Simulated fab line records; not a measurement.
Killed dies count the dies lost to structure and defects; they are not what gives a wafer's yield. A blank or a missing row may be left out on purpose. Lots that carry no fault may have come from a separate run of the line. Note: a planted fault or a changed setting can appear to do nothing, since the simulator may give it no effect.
Which tool is to blame? / flow sky130 / 13 lots, 39 wafers sampled, at 3 steps of a route of 708

## WHAT EACH GAUGE READ, for each wafer
SKY_VIA1_CD_MEAS_12 targets a cd of 150 nm. Usual: cd_nm reads 150.4 nm (standard deviation 1.6).
lot=L354; measured=day 34 02:21; on=cd_sem-02; cd_nm (nm)=150.5 151.4 151.6; flag=
lot=L355; measured=day 34 18:26; on=cd_sem-02; cd_nm (nm)=148.2 149.9 148.3; flag=
lot=L357; measured=day 35 02:30; on=cd_sem-01; cd_nm (nm)=151.4 150.9 152.4; flag=
lot=L359; measured=day 35 21:17; on=cd_sem-02; cd_nm (nm)=150.0 151.5 149.9; flag=
lot=L358; measured=day 36 00:27; on=cd_sem-01; cd_nm (nm)=150.5 149.6 148.1; flag=
lot=L360; measured=day 36 23:02; on=cd_sem-01; cd_nm (nm)=148.8 151.0 150.0; flag=
lot=L361; measured=day 36 23:48; on=cd_sem-02; cd_nm (nm)=150.0 150.1 149.8; flag=
lot=L364; measured=day 37 20:25; on=cd_sem-01; cd_nm (nm)=150.8 149.4 151.5; flag=
lot=L365; measured=day 38 04:34; on=cd_sem-02; cd_nm (nm)=149.8 147.5 150.6; flag=
lot=L366; measured=day 38 09:15; on=cd_sem-02; cd_nm (nm)=150.4 150.6 151.9; flag=
lot=L367; measured=day 38 10:36; on=cd_sem-02; cd_nm (nm)=150.5 150.0 151.2; flag=
lot=L375; measured=day 40 13:11; on=cd_sem-01; cd_nm (nm)=149.1 150.4 150.6; flag=
lot=L376; measured=day 40 23:58; on=cd_sem-01; cd_nm (nm)=151.5 152.1 151.9; flag=

SKY_VIA1_OVL_MEAS_13. Usual: for VIA1_OVL the level is 4 nm and the standard deviation is 5.6.
lot=L354; measured=day 34 02:28; on=overlay-02; VIA1_OVL (nm)=5 4 5; flag=
lot=L355; measured=day 34 18:33; on=overlay-01; VIA1_OVL (nm)=2 7 6; flag=
lot=L357; measured=day 35 02:36; on=overlay-02; VIA1_OVL (nm)=12 12 9; flag=
lot=L359; measured=day 35 21:23; on=overlay-01; VIA1_OVL (nm)=-5 -5 2; flag=
lot=L358; measured=day 36 00:33; on=overlay-01; VIA1_OVL (nm)=12 7 10; flag=
lot=L360; measured=day 36 23:08; on=overlay-02; VIA1_OVL (nm)=3 -5 -3; flag=
lot=L361; measured=day 36 23:54; on=overlay-01; VIA1_OVL (nm)=-8 9 9; flag=
lot=L364; measured=day 37 20:33; on=overlay-02; VIA1_OVL (nm)=5 0 6; flag=
lot=L365; measured=day 38 04:41; on=overlay-01; VIA1_OVL (nm)=10 5 2; flag=
lot=L366; measured=day 38 09:21; on=overlay-01; VIA1_OVL (nm)=11 9 2; flag=
lot=L367; measured=day 38 10:42; on=overlay-01; VIA1_OVL (nm)=5 1 6; flag=
lot=L375; measured=day 40 13:17; on=overlay-02; VIA1_OVL (nm)=4 10 16; flag=
lot=L376; measured=day 41 00:05; on=overlay-01; VIA1_OVL (nm)=6 12 12; flag=

## WHICH TOOL RAN EACH LOT (tool, then ch and the chambers of the sampled wafers, then the start)
lot=L354; SKY_VIA1_SOFTBAKE_08=litho_track-02 ch 0, day 33 12:00
lot=L355; SKY_VIA1_SOFTBAKE_08=litho_track-02 ch 0, day 34 05:00
lot=L357; SKY_VIA1_SOFTBAKE_08=litho_track-04 ch 0, day 34 13:00
lot=L359; SKY_VIA1_SOFTBAKE_08=litho_track-02 ch 0, day 35 08:00
lot=L358; SKY_VIA1_SOFTBAKE_08=litho_track-02 ch 0, day 35 11:00
lot=L360; SKY_VIA1_SOFTBAKE_08=litho_track-01 ch 0, day 36 09:00
lot=L361; SKY_VIA1_SOFTBAKE_08=litho_track-01 ch 0, day 36 10:00
lot=L364; SKY_VIA1_SOFTBAKE_08=litho_track-04 ch 0, day 37 07:00
lot=L365; SKY_VIA1_SOFTBAKE_08=litho_track-04 ch 0, day 37 15:00
lot=L366; SKY_VIA1_SOFTBAKE_08=litho_track-04 ch 0, day 37 20:00
lot=L367; SKY_VIA1_SOFTBAKE_08=litho_track-04 ch 0, day 37 21:00
lot=L375; SKY_VIA1_SOFTBAKE_08=litho_track-01 ch 0, day 40 01:00
lot=L376; SKY_VIA1_SOFTBAKE_08=litho_track-01 ch 0, day 40 11:00
- SKY_VIA1_SOFTBAKE_08: time 90 s.

## WHAT THE TOOLS THEMSELVES READ (means of the sampled wafers that have a number; where no wafer has one, the mark that the record gives instead)
SKY_VIA1_SOFTBAKE_08. Usual: exhaust_pa 44.9 Pa, standard deviation 1; heater_power_total_W 57.36 W, standard deviation 0.12; plate_temp_C 100.02 C, standard deviation 0.15.
lot=L354; tool=litho_track-02; exhaust_pa (Pa)=45.1; heater_power_total_W (W)=57.30; plate_temp_C (C)=100.01; flag=
lot=L355; tool=litho_track-02; exhaust_pa (Pa)=45.4; heater_power_total_W (W)=57.32; plate_temp_C (C)=100.10; flag=
lot=L357; tool=litho_track-04; exhaust_pa (Pa)=45.5; heater_power_total_W (W)=57.39; plate_temp_C (C)=100.24; flag=
lot=L359; tool=litho_track-02; exhaust_pa (Pa)=44.4; heater_power_total_W (W)=57.36; plate_temp_C (C)=99.83; flag=
lot=L358; tool=litho_track-02; exhaust_pa (Pa)=43.8; heater_power_total_W (W)=57.32; plate_temp_C (C)=100.07; flag=
lot=L360; tool=litho_track-01; exhaust_pa (Pa)=44.3; heater_power_total_W (W)=57.33; plate_temp_C (C)=99.89; flag=
lot=L361; tool=litho_track-01; exhaust_pa (Pa)=44.2; heater_power_total_W (W)=57.33; plate_temp_C (C)=100.21; flag=
lot=L364; tool=litho_track-04; exhaust_pa (Pa)=44.9; heater_power_total_W (W)=57.35; plate_temp_C (C)=100.06; flag=
lot=L365; tool=litho_track-04; exhaust_pa (Pa)=45.0; heater_power_total_W (W)=57.35; plate_temp_C (C)=100.08; flag=
lot=L366; tool=litho_track-04; exhaust_pa (Pa)=44.8; heater_power_total_W (W)=58.29; plate_temp_C (C)=101.12; flag=OFF
lot=L367; tool=litho_track-04; exhaust_pa (Pa)=46.0; heater_power_total_W (W)=58.27; plate_temp_C (C)=101.08; flag=OFF
lot=L375; tool=litho_track-01; exhaust_pa (Pa)=43.7; heater_power_total_W (W)=57.43; plate_temp_C (C)=100.11; flag=
lot=L376; tool=litho_track-01; exhaust_pa (Pa)=44.8; heater_power_total_W (W)=57.30; plate_temp_C (C)=100.02; flag=

## THE ANSWER, worked out from the rows above alone
Rule: lot off if the mean of its wafers having a number is beyond 3 standard deviations from the usual mean. A lot without any number at a reading at which 4 lots or more have one is off too. All remaining lots with rows at the step are treated as sound. The gauges are gone through in route order, then the tools' own readings, and for those a lot's mean is taken as printed above. The first step at which some lot is off is used, and at that step the reading that is off furthest; a lot without a number counts as furthest.
Off at SKY_VIA1_SOFTBAKE_08 (heater_power_total_W): L366, L367.
A tool fits if, at that step or a process step before it, it ran every lot that is off, and no sound lot after the first of them. One candidate fits, namely litho_track-04 at SKY_VIA1_SOFTBAKE_08. A fault onset in the window from L365 (day 37 15:00, its last sound lot) to L366 (day 37 20:00, its first lot off) fits.
The tool's own readings at SKY_VIA1_SOFTBAKE_08 bear it out: on the lots that are off they differ by more than 5 times the standard deviation of the sound lots' means. heater_power_total_W reads 58.28 W there against 57.34 W on the sound lots; plate_temp_C reads 101.10 C there against 100.06 C on the sound lots.

## WHAT HAD BEEN PUT IN BY THE SIMULATOR
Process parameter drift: litho_track-04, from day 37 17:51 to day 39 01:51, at SKY_VIA1_SOFTBAKE_08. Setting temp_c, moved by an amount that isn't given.
Struck lots among those shown: L366, L367. The rule above found the same.
